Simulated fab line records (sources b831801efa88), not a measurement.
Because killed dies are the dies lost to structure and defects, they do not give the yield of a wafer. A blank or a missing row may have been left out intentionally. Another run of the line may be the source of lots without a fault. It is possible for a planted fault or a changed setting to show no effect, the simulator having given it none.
The same fault as seen by 2 desks || flow gf180mcu || what lay behind the numbers comes last; until then each desk has only its own

## THE TOOL OWNER'S DESK: iline_stepper-02
The tool's own readings at GF_MIM_EXPOSE_16 (exposes mask FuseTop, target cd 2000 nm): means of the sampled wafers that have a number, for each lot that ran on this tool. If a lot's mean is further than 4 standard deviations from the usual mean, the lot is out of limits and carries the mark OUT (the distance appears in the brackets).
Columns: A = exposure_dose_mJ_cm2 at GF_MIM_EXPOSE_16, usual 142.61; B = focus_offset_nm at GF_MIM_EXPOSE_16, usual 0.0 nm
{"lot": "L506", "first seen here": "day 25 07:23", "A": 142.64, "B": 0.2}
{"lot": "L520", "first seen here": "day 29 16:46", "A": 142.46, "B": 0.3}
{"lot": "L521", "first seen here": "day 29 23:14", "A": 142.49, "B": 0.3}
{"lot": "L523", "first seen here": "day 30 12:59", "A": 142.56, "B": 0.6}
{"lot": "L524", "first seen here": "day 30 21:41", "A": 142.68, "B": -0.0}
{"lot": "L525", "first seen here": "day 31 02:20", "A": 142.49, "B": -0.5}
{"lot": "L528", "first seen here": "day 32 04:26", "A": 142.68, "B": 0.5}
This desk found nothing out of limits on any of the 7 lots.

## FROM THE METROLOGY DESK
What the gauges read, lot by lot, whatever tool the lot ran on: means of the sampled wafers that have a number. If a lot's mean is further than 4 standard deviations from the usual mean, the lot is out of limits and carries the mark OUT (the distance appears in the brackets).
Columns: A = cd_nm at GF_M4_CD_MEAS_14, usual 279.6 nm
{"lot": "L506", "first seen here": "day 23 19:13", "A": 279.6}
{"lot": "L507", "first seen here": "day 24 04:08", "A": 279.4}
{"lot": "L508", "first seen here": "day 24 12:19", "A": 280.2}
{"lot": "L509", "first seen here": "day 25 07:22", "A": 278.7}
{"lot": "L515", "first seen here": "day 27 01:38", "A": 280.9}
{"lot": "L516", "first seen here": "day 27 07:16", "A": 278.2}
{"lot": "L520", "first seen here": "day 28 08:43", "A": 278.2}
{"lot": "L521", "first seen here": "day 28 15:34", "A": 278.6}
{"lot": "L522", "first seen here": "day 29 00:44", "A": 279.0}
{"lot": "L523", "first seen here": "day 29 05:25", "A": 279.2}
{"lot": "L524", "first seen here": "day 29 13:58", "A": 281.3}
{"lot": "L525", "first seen here": "day 29 20:02", "A": 278.6}
{"lot": "L526", "first seen here": "day 30 01:11", "A": 280.2}
{"lot": "L528", "first seen here": "day 30 23:01", "A": 280.1}
This desk found nothing out of limits on any of the 14 lots.

## PUT TOGETHER
Nothing out of limits was seen by the tool owner's desk.
Metrology desk: nothing out of limits seen.

## WHAT THE SIMULATOR PUT IN
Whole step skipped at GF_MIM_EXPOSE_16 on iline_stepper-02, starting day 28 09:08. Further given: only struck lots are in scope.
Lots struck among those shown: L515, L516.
